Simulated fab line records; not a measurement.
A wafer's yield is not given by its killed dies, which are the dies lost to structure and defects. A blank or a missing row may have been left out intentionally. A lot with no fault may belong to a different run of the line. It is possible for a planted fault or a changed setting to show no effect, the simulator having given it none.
Matching of chambers ; flow sky130 ; cmp-02 running SKY_LI_CONTACT_CMP_02: 4 sister chambers
The step polishes PSG. 8 wafers are shown with their chamber, then 9 later ones without.

## WAFERS WITH THEIR CHAMBER
wafer;chamber;motor-current-A (A);time-to-endpoint-s (s)
L937.2;1;12.4;35.8
L940.6;0;12.0;34.5
L941.2;2;11.9;31.9
L941.3;3;10.6;33.9
L941.4;0;12.5;36.9
L943.1;3;10.6;36.7
L943.4;2;11.8;33.9
L943.5;1;13.2;35.5

## WAFERS WHOSE CHAMBER IS MISSING
wafer;motor-current-A (A);time-to-endpoint-s (s)
L945.1;13.2;39.5
L945.4;12.3;37.1
L945.5;11.1;39.4
L955.1;12.8;33.3
L955.2;11.4;31.1
L955.4;11.4;34.3
L956.3;13.7;35.0
L956.5;13.7;33.0
L956.6;11.8;35.6

## WHICH CHAMBER EACH ONE RAN IN
wafer;from the rows above;in truth
L945.1;can't be placed: 1 or 0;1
L945.4;can't be placed: 0 or 1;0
L945.5;can't be placed: 3 or 0 or 2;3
L955.1;can't be placed: 1 or 0 or 2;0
L955.2;can't be placed: 2 or 3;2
L955.4;can't be placed: 2 or 3 or 0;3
L956.3;can't be placed: 1 or 0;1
L956.5;can't be placed: 1 or 0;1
L956.6;can't be placed: 0 or 2 or 1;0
Placed correctly: 0 of 9. From these rows, 9 cannot be placed; in 9 the true chamber is one of the candidates. 0 placed wrongly.
How it was worked out, from the rows above alone: a wafer's distance from a chamber is the root of the sum, over the readings, of the square of ((its reading less the chamber's mean) divided by the reading's scatter). If the next closest chamber is less than 2 further off than the closest, the wafer can't be placed; otherwise it belongs to the closest. The mean given for a chamber averages the wafers shown for that chamber. The scatter is the square root of a quotient: the sum, over the shown wafers, of each reading's squared deviation from its chamber's mean, divided by wafers minus chambers.
